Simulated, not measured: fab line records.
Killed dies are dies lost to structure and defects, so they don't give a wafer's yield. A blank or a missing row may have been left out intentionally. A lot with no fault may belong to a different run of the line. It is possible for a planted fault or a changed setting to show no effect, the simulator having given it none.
The tool behind it: which one? + flow gf180mcu + Sampling: 10 lots, 30 wafers, 5 of 602 route steps

== WHAT EACH GAUGE READ, for each wafer ==
GF_V4_RS_MEAS_24: the measuring method here is four-point-probe.
| lot  | measured     | on            | V4_W_RS (ohm/sq)                    |
|------|--------------|---------------|-------------------------------------|
| L182 | day 25 05:00 | film-metro-02 | 0.329 0.333 0.329                   |
| L188 | day 27 07:02 | film-metro-03 | 0.227 0.227 0.232 0.227 0.227 0.232 |
| L187 | day 27 12:05 | film-metro-03 | 0.229 0.229 0.234 0.228 0.228 0.234 |
| L189 | day 27 14:58 | film-metro-04 | 0.232 0.231 0.232 0.233 0.231 0.232 |
| L190 | day 27 22:34 | film-metro-04 | 0.331 0.324 0.331                   |
| L198 | day 30 02:14 | film-metro-02 | 0.331 0.337 0.334                   |
| L197 | day 30 04:19 | film-metro-04 | 0.325 0.329 0.330                   |
| L199 | day 30 11:23 | film-metro-04 | 0.332 0.323 0.329                   |
| L200 | day 30 12:42 | film-metro-02 | 0.324 0.330 0.325                   |
| L202 | day 31 04:46 | film-metro-03 | 0.328 0.334 0.337                   |

== EACH LOT AND THE TOOL THAT RAN IT (in order: tool; ch and the chambers of the sampled wafers; start) ==
| lot  | GF_V4_CVD_02                    | GF_V4_STRIP_18                       | GF_V4_SPUTTER_21             | GF_V4_CVD_23                  |
|------|---------------------------------|--------------------------------------|------------------------------|-------------------------------|
| L182 | pecvd-03 ch 0,2, day 24 05:02   | plasma-asher-02 ch 1, day 25 04:15   | pvd-sputter-03, day 25 04:47 | cvd-w-02 ch 0,1, day 25 04:53 |
| L188 | pecvd-02 ch 0,1,2, day 26 08:43 | plasma-asher-01 ch 0,1, day 27 06:13 | pvd-sputter-04, day 27 06:47 | cvd-w-01 ch 0,1, day 27 06:55 |
| L187 | pecvd-04 ch 0,2, day 26 14:23   | plasma-asher-03 ch 0,1, day 27 11:17 | pvd-sputter-04, day 27 11:52 | cvd-w-01 ch 0,1, day 27 11:58 |
| L189 | pecvd-04 ch 0,2, day 26 17:28   | plasma-asher-03 ch 0,1, day 27 14:09 | pvd-sputter-04, day 27 14:44 | cvd-w-01 ch 1, day 27 14:50   |
| L190 | pecvd-03 ch 1,2, day 27 00:56   | plasma-asher-03 ch 0,1, day 27 21:48 | pvd-sputter-04, day 27 22:20 | cvd-w-02 ch 0,1, day 27 22:26 |
| L198 | pecvd-04 ch 0,1,2, day 29 05:34 | plasma-asher-01 ch 0,1, day 30 01:29 | pvd-sputter-03, day 30 02:01 | cvd-w-01 ch 0,1, day 30 02:07 |
| L197 | pecvd-02 ch 1,2, day 29 07:44   | plasma-asher-01 ch 0,1, day 30 03:32 | pvd-sputter-03, day 30 04:05 | cvd-w-01 ch 0,1, day 30 04:11 |
| L199 | pecvd-03 ch 0,2, day 29 13:58   | plasma-asher-03 ch 0,1, day 30 10:35 | pvd-sputter-02, day 30 11:09 | cvd-w-01 ch 0,1, day 30 11:15 |
| L200 | pecvd-02 ch 1,2, day 29 16:17   | plasma-asher-02 ch 0,1, day 30 11:55 | pvd-sputter-04, day 30 12:27 | cvd-w-01 ch 0,1, day 30 12:35 |
| L202 | pecvd-03 ch 1,2, day 30 09:40   | plasma-asher-02 ch 0, day 31 04:01   | pvd-sputter-04, day 31 04:33 | cvd-w-01 ch 0,1, day 31 04:39 |
- GF_V4_CVD_02: deposits SiO2 from TEOS, target thk 850 nm, time 94.851 s.
- GF_V4_STRIP_18: strips in O2/N2.
- GF_V4_SPUTTER_21: material Ti, target thk 15 nm, time 80.02 s.
- GF_V4_CVD_23: deposits W, target thk 350 nm, time 104.9 s.

== THE ANSWER, worked out from the rows above alone ==
Rule: what is usual is taken from the lots themselves. The widest of any qualifying gaps counts: lots, ordered by their means at a reading, are off when they make up no more than a third of the lots, leave a main group of 4 or more, and stand apart from it by 3 or more times the standard deviation of that group's means. If all means in a main group match to the digits the tables above print for the reading, that group is not used. A lot without any number at a reading at which 4 lots or more have one is off too. All remaining lots with rows at the step are treated as sound.
Off: L188, L187, L189, seen at GF_V4_RS_MEAS_24 (V4_W_RS). The main group has a mean of 0.330 ohm/sq with a standard deviation of 0.0026.
A tool fits if, at a process step before that reading, it ran every lot that is off, and no sound lot after the first of them. Those tools and the gauges at GF_V4_RS_MEAS_24 are tried in the same way. Not one of the candidates tried fits.

== WHAT HAD BEEN PUT IN BY THE SIMULATOR ==
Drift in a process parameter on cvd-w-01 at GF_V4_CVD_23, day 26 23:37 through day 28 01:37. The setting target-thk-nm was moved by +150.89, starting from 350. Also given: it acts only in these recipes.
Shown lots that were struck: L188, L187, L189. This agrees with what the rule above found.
